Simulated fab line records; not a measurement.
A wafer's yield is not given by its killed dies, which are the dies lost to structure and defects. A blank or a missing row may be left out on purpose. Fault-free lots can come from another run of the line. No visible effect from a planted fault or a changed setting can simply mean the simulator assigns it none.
Which tool was responsible?    flow sky130    Sampling: 14 lots, 42 wafers, 4 of 708 route steps

## WHAT THE GAUGES SHOWED, per wafer
SKY_FIELD_ISO_BOW_MEAS_00.
lot   measured     on            INCOMING_BOW (um)
L243  day 1 10:00  filmMetro-03  5 7 13
L246  day 2 01:00  filmMetro-02  -2 1 -3
L247  day 2 06:01  filmMetro-01  5 15 2
L248  day 2 11:02  filmMetro-01  -5 0 -6
L249  day 2 16:02  filmMetro-01  -7 8 2
L250  day 2 21:00  filmMetro-03  1 2 -7
L252  day 3 07:00  filmMetro-03  -2 6 2
L253  day 3 12:02  filmMetro-01  -10 4 -10
L254  day 3 17:01  filmMetro-02  -2 0 -3
L256  day 4 03:02  filmMetro-01  -6 0 7
L257  day 4 08:00  filmMetro-03  3 1 -6
L259  day 4 18:00  filmMetro-02  -6 0 -12
L261  day 5 04:02  filmMetro-01  -3 -4 -3
L264  day 5 19:00  filmMetro-02  15 1 -1

SKY_FIELD_ISO_THK_MEAS_04.
lot   measured     on            FIELD_ISO_CVD_03_THK (nm)
L243  day 1 13:29  filmMetro-02  166.1 164.8 166.0
L246  day 2 10:52  filmMetro-03  168.8 168.3 169.2
L247  day 2 14:55  filmMetro-03  167.4 168.0 167.1
L248  day 2 14:56  filmMetro-01  165.3 165.3 166.7
L249  day 2 19:30  filmMetro-02  168.8 168.3 167.5
L250  day 3 02:40  filmMetro-02  167.6 167.6 167.0
L252  day 3 11:13  filmMetro-03  167.6 165.9 167.6
L253  day 3 15:36  filmMetro-01  165.6 164.3 165.3
L254  day 3 21:49  filmMetro-03  167.3 167.0 168.2
L256  day 4 09:50  filmMetro-03  165.6 165.4 164.9
L257  day 4 12:50  filmMetro-02  165.8 164.5 165.7
L259  day 5 01:19  filmMetro-02  165.5 165.3 166.9
L261  day 5 08:26  filmMetro-02  164.5 164.7 166.0
L264  day 6 00:05  filmMetro-01  168.4 166.6 170.1

SKY_PWDE_OVL_MEAS_07.
lot   measured     on          PWDE_OVL (nm)
L243  day 3 21:58  overlay-01  -0.3 1.0 0.4
L246  day 4 18:49  overlay-02  0.8 1.2 -0.9
L247  day 4 21:16  overlay-01  0.0 -0.8 1.1
L248  day 4 20:53  overlay-02  -0.2 1.0 0.8
L249  day 5 05:17  overlay-01  -1.7 -1.9 -0.5
L250  day 5 15:46  overlay-01  -1.7 -0.4 -2.3
L252  day 5 23:19  overlay-01  -0.5 -0.7 0.4
L253  day 6 00:53  overlay-01  -0.1 0.3 3.4
L254  day 6 07:49  overlay-02  2.6 2.3 1.5
L256  day 6 22:14  overlay-01  0.4 0.3 -0.7
L257  day 7 03:28  overlay-01  -0.4 -2.1 -1.5
L259  day 7 17:25  overlay-01  -1.5 -3.6 -1.2
L261  day 7 23:11  overlay-01  -2.0 -1.6 0.4
L264  day 9 13:40  overlay-01  -0.3 0.9 -0.9

## WHICH TOOL RAN EACH LOT (tool, then ch and the chambers of the sampled wafers, then the start)
lot   SKY_FIELD_ISO_EXPOSE_10
L243  krfScanner-01 ch 0, day 1 20:23
L246  krfScanner-02 ch 0, day 2 19:11
L247  krfScanner-01 ch 0, day 2 23:56
L248  krfScanner-02 ch 0, day 2 23:43
L249  krfScanner-02 ch 0, day 3 04:07
L250  krfScanner-02 ch 0, day 3 10:13
L252  krfScanner-01 ch 0, day 3 19:59
L253  krfScanner-01 ch 0, day 3 22:03
L254  krfScanner-02 ch 0, day 4 04:53
L256  krfScanner-01 ch 0, day 4 18:31
L257  krfScanner-02 ch 0, day 4 21:29
L259  krfScanner-01 ch 0, day 5 10:28
L261  krfScanner-01 ch 0, day 5 17:01
L264  krfScanner-01 ch 0, day 6 08:45
- SKY_FIELD_ISO_EXPOSE_10: exposes mask FOM, target cd 150 nm.

## WHAT THE TOOLS THEMSELVES READ (means of the sampled wafers that have a number; where no wafer has one, the mark that the record gives instead)
SKY_FIELD_ISO_EXPOSE_10.
lot   tool           exposureDoseMJCm2
L243  krfScanner-01  28.018
L246  krfScanner-02  28.028
L247  krfScanner-01  28.015
L248  krfScanner-02  27.994
L249  krfScanner-02  27.977
L250  krfScanner-02  28.005
L252  krfScanner-01  28.001
L253  krfScanner-01  27.960
L254  krfScanner-02  27.855
L256  krfScanner-01  27.966
L257  krfScanner-02  27.786
L259  krfScanner-01  28.022
L261  krfScanner-01  27.987
L264  krfScanner-01  27.951

## THE ANSWER, worked out from the rows above alone
Rule: usual is defined by the lots themselves. The widest of any qualifying gaps counts: lots, ordered by their means at a reading, are off when they make up no more than a third of the lots, leave a main group of 4 or more, and stand apart from it by 3 or more times the standard deviation of that group's means. If all means in a main group match to the digits the tables above print for the reading, that group is not used. Also off: a lot with no number at a reading for which 4 or more lots have one. Any other lot the step has rows for is counted as sound. The gauges are gone through in route order, then the tools' own readings, and for those a lot's mean is taken as printed above. At the first step where some lot is off, the reading lying furthest off is the one used; lots without a number count as furthest.
Off: L254, L257, at SKY_FIELD_ISO_EXPOSE_10 (exposureDoseMJCm2). The main group has a mean of 27.994 with a standard deviation of 0.025.
A tool fits if, at that step or a process step before it, it ran every lot that is off, and no sound lot after the first of them. One candidate fits, namely krfScanner-02 at SKY_FIELD_ISO_EXPOSE_10. Its last sound lot is L250 (day 3 10:13), its first lot that is off L254 (day 4 04:53): a fault that began between those two fits.
The tool's own readings at SKY_FIELD_ISO_EXPOSE_10 bear it out: on the lots that are off they differ by more than 5 times the standard deviation of the sound lots' means. exposureDoseMJCm2 reads 27.821 there against 27.994 on the sound lots.

## WHAT THE SIMULATOR PUT IN
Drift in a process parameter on krfScanner-02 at SKY_FIELD_ISO_EXPOSE_10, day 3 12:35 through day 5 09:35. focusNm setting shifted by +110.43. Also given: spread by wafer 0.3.
Lots struck among those shown: L254, L257. The same result came from the rule above.
